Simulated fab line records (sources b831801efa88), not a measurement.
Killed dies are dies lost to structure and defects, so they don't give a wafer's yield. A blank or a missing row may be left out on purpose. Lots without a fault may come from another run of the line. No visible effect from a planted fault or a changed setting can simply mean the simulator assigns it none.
Matching of chambers -- flow gf180mcu -- pecvd-02 running GF_MIM_CVD_05: 3 sister chambers
The step deposits Si3N4, target thk 42 nm, time 29.086 s. 14 wafers are shown with their chamber, then 7 later ones without.

## WAFERS, EACH WITH ITS CHAMBER
wafer,chamber,heaterPowerW (W),rfFwdPowerW (W),susceptorTempC (C)
L075.4,1,717,445.3,384.52
L075.5,2,735,442.5,385.12
L075.6,0,615,444.8,385.14
L077.4,1,832,444.0,385.32
L077.5,0,629,445.1,385.02
L077.6,1,799,443.4,385.11
L079.2,1,740,443.5,384.64
L079.3,1,737,441.8,385.04
L079.5,1,752,441.2,385.09
L081.1,1,853,444.6,384.81
L081.3,2,649,444.3,384.99
L081.5,0,508,447.7,385.14
L086.1,2,742,444.2,385.16
L086.2,1,824,445.7,385.05

SIGNATURES, as means of the wafers listed above
reading,chamber 0,chamber 1,chamber 2,scatter within a chamber
heaterPowerW,584.00,781.75,708.67,54.5
rfFwdPowerW,445.867,443.688,443.667,1.49
susceptorTempC,385.1000,384.9475,385.0900,0.219
Rule: distance of a wafer from a chamber = root of the sum over the readings of ((wafer's reading minus chamber's mean) / reading's scatter) squared. If the next closest chamber is less than 2 further off than the closest, the wafer can't be placed; otherwise it belongs to the closest. How the scatter is found: for the shown wafers, subtract from each reading the mean of its chamber, square and add these, divide the total by (wafers less chambers), then take the root.

## WAFERS WHOSE CHAMBER IS MISSING
wafer,heaterPowerW (W),rfFwdPowerW (W),susceptorTempC (C)
L086.5,766,442.8,385.03
L088.2,663,438.4,384.19
L088.4,652,440.5,384.88
L088.5,598,446.1,385.01
L094.1,581,443.8,384.84
L094.2,847,444.9,385.46
L094.6,828,444.3,385.17

## THE CHAMBER EACH PASSED THROUGH
wafer,from the rows above,in truth
L086.5,can't be placed: 1 or 2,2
L088.2,can't be placed: 1 or 2 or 0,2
L088.4,can't be placed: 2 or 1 or 0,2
L088.5,0,0
L094.1,can't be placed: 0 or 2 or 1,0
L094.2,can't be placed: 1 or 2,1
L094.6,can't be placed: 1 or 2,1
Placed correctly: 1 of 7. Unplaceable from these rows: 6, with the true chamber sitting among the candidates in 6. Number placed wrongly: 0.
